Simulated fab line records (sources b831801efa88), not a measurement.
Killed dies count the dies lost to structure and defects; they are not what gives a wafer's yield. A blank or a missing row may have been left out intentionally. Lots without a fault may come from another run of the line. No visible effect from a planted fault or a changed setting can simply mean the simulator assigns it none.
Tool commonality check ; flow sky130 ; 10 lots, 33 wafers sampled

## REASON IT WAS OPENED
At SKY_VIA4_RS_MEAS_19 the reading VIA4_W_RS is flagged on 1 of 10 lots. Wafers without a fault read 0.2241 ohm/sq, standard deviation 0.0029.
Rule: a lot gets a flag if all its wafers with a number sit over 4 standard deviations from that mean, or if no wafer of it has a number. All remaining lots are regarded as sound.

lot;measured;on;VIA4_W_RS (ohm/sq), wafer by wafer;flag
L350;day 43 03:35;filmMetro-02;0.2238 0.2258 0.2210;
L353;day 44 16:32;filmMetro-04;0.2237 0.2231 0.2222;
L352;day 44 21:09;filmMetro-02;0.2245 0.2210 0.2196;
L356;day 45 04:17;filmMetro-02;0.2209 0.2203 0.2211;
L358;day 46 08:54;filmMetro-03;0.2235 0.2272 0.2250;
L360;day 46 09:48;filmMetro-04;0.2290 0.2243 0.2222;
L362;day 46 16:28;filmMetro-04;0.1750 0.1747 0.1762 0.1754 0.1747 0.1758;FLAGGED
L366;day 47 08:53;filmMetro-02;0.2271 0.2262 0.2264;
L369;day 48 00:14;filmMetro-02;0.2288 0.2292 0.2279;
L371;day 48 10:34;filmMetro-02;0.2266 0.2239 0.2266;
On average the flagged lots' numbers are 0.1753 ohm/sq, which is -0.0488 ohm/sq against the usual, or -17 standard deviations.

## LOT BY LOT: THE TOOL USED
Before the reading, the record contains 3 process steps out of a 708-step route. Each cell gives the tool, then ch followed by the chambers the sampled wafers passed through, then the start.
lot;flag;SKY_METAL4_STRIP_19;SKY_VIA4_CMP_02;SKY_VIA4_CVD_18
L350;;plasmaAsher-02 ch 0,1, day 42 03:13;cmp-02 ch 0,1,2, day 42 04:01;cvdW-02 ch 0,1, day 43 03:26
L353;;plasmaAsher-03 ch 0,1, day 43 17:02;cmp-01 ch 0,2,3, day 43 17:56;cvdW-02 ch 0,1, day 44 16:23
L352;;plasmaAsher-03 ch 0,1, day 43 21:48;cmp-01 ch 0,1,3, day 43 22:44;cvdW-02 ch 0,1, day 44 21:00
L356;;plasmaAsher-03 ch 0,1, day 44 04:23;cmp-01 ch 0,1,2, day 44 05:22;cvdW-02 ch 0,1, day 45 04:07
L358;;plasmaAsher-03 ch 0,1, day 45 10:37;cmp-02 ch 1,2,3, day 45 11:31;cvdW-02 ch 0,1, day 46 08:44
L360;;plasmaAsher-04 ch 0,1, day 45 10:44;cmp-01 ch 1,3, day 45 11:34;cvdW-01 ch 0,1, day 46 09:40
L362;FLAGGED;plasmaAsher-02 ch 0,1, day 45 18:26;cmp-01 ch 0,1,2, day 45 19:19;cvdW-02 ch 0,1, day 46 16:18
L366;;plasmaAsher-04 ch 0, day 46 10:41;cmp-01 ch 0,3, day 46 11:37;cvdW-01 ch 0,1, day 47 08:44
L369;;plasmaAsher-02 ch 0,1, day 47 02:13;cmp-02 ch 0,1,3, day 47 03:04;cvdW-01 ch 0,1, day 48 00:05
L371;;plasmaAsher-02 ch 0,1, day 47 13:41;cmp-02 ch 0,1,2, day 47 14:34;cvdW-01 ch 0,1, day 48 10:25
What the steps here do:
- SKY_METAL4_STRIP_19: strips in O2/N2.
- SKY_VIA4_CMP_02: polishes SiO2.
- SKY_VIA4_CVD_18: deposits W, target thk 505 nm, time 152.14 s.
- SKY_VIA4_RS_MEAS_19: measures by four-point-probe.

## FLAGGED OVER TOTAL, TOOL BY TOOL (the gauges that took the reading come last)
step;tool;lots run;flagged;share of the flagged lots;sound lots run after its first flagged lot
SKY_METAL4_STRIP_19;plasmaAsher-02;4;1;all;2 (L369,L371)
SKY_METAL4_STRIP_19;plasmaAsher-03;4;0;none;-
SKY_METAL4_STRIP_19;plasmaAsher-04;2;0;none;-
SKY_VIA4_CMP_02;cmp-01;6;1;all;1 (L366)
SKY_VIA4_CMP_02;cmp-02;4;0;none;-
SKY_VIA4_CVD_18;cvdW-01;4;0;none;-
SKY_VIA4_CVD_18;cvdW-02;6;1;all;0
SKY_VIA4_RS_MEAS_19;filmMetro-02;6;0;none;-
SKY_VIA4_RS_MEAS_19;filmMetro-03;1;0;none;-
SKY_VIA4_RS_MEAS_19;filmMetro-04;3;1;all;0

## WHAT THE TABLE ALLOWS
4 rows of the table ran every flagged lot: plasmaAsher-02 at SKY_METAL4_STRIP_19, cmp-01 at SKY_VIA4_CMP_02, cvdW-02 at SKY_VIA4_CVD_18, filmMetro-04 at SKY_VIA4_RS_MEAS_19.
- plasmaAsher-02 at SKY_METAL4_STRIP_19: 1 of its 4 lots flagged. Sound lots followed the first flagged one (L369, L371) on it, something a lasting fault affecting the whole tool could not allow.
- cmp-01 at SKY_VIA4_CMP_02: 1 of its 6 lots flagged. Sound lots followed the first flagged one (L366) on it, something a lasting fault affecting the whole tool could not allow.
- cvdW-02 at SKY_VIA4_CVD_18: 1 of its 6 lots flagged. A fault beginning between L358 (day 46 08:44), its last sound lot, and L362 (day 46 16:18), its first flagged one, fits the data. Its own readings (susceptorTempC) fall more than 4 standard deviations out on all wafers of the flagged lots.
- filmMetro-04 at SKY_VIA4_RS_MEAS_19: 1 of its 3 lots flagged. A fault beginning between L360 (day 46 09:48), its last sound lot, and L362 (day 46 16:28), its first flagged one, fits the data.
Because each of these 2 tools fits a fault that began at some hour, counting lots does not separate them. More lots, or a look at what each step does to the wafer, might.

## WHAT HAD BEEN PUT IN BY THE SIMULATOR
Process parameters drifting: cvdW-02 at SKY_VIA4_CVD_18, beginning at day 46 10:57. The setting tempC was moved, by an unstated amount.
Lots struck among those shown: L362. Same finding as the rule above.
